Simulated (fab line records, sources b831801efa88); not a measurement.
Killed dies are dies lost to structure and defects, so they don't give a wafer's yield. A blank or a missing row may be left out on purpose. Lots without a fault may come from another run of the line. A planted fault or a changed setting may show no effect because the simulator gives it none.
Chamber matching | flow sky130 | SKY_VIA4_HDPCVD_00 on hdpcvd-01: 3 sister chambers
The step deposits SiO2, target thk 1750 nm, time 291.7 s. 3 wafers are shown with their chamber, then 7 later ones without.

WAFERS WITH THEIR CHAMBER
wafer  | chamber | sih4_flow_sccm (sccm)
L838.2 | 0       | 60.24
L839.2 | 1       | 59.88
L839.3 | 2       | 60.09

WAFERS WITHOUT THEIR CHAMBER
wafer  | sih4_flow_sccm (sccm)
L839.6 | 59.89
L840.3 | 60.03
L840.4 | 59.77
L840.5 | 60.21
L842.4 | 59.90
L842.5 | 59.90
L842.6 | 59.93

WHICH CHAMBER EACH WENT THROUGH
wafer  | from the rows above     | in truth
L839.6 | 1                       | 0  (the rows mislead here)
L840.3 | can't be placed: 2 or 1 | 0
L840.4 | 1                       | 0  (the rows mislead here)
L840.5 | can't be placed: 0 or 2 | 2
L842.4 | 1                       | 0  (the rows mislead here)
L842.5 | 1                       | 1
L842.6 | 1                       | 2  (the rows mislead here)
Placed correctly: 1 of 7. Can't be placed from these rows: 2 (the true chamber is among the candidates in 1). Placed wrongly: 4.
How it was worked out, from the rows above alone: a wafer's distance from a chamber is the root of the sum, over the readings, of the square of ((its reading less the chamber's mean) divided by the reading's scatter). The wafer belongs to the nearest chamber; if the next one is less than 2 further off, it can't be placed. A chamber's mean is the mean of its shown wafers. The scatter: with one shown wafer a chamber, the root of the mean of the squares of how far each hidden wafer lies from its nearest shown one.
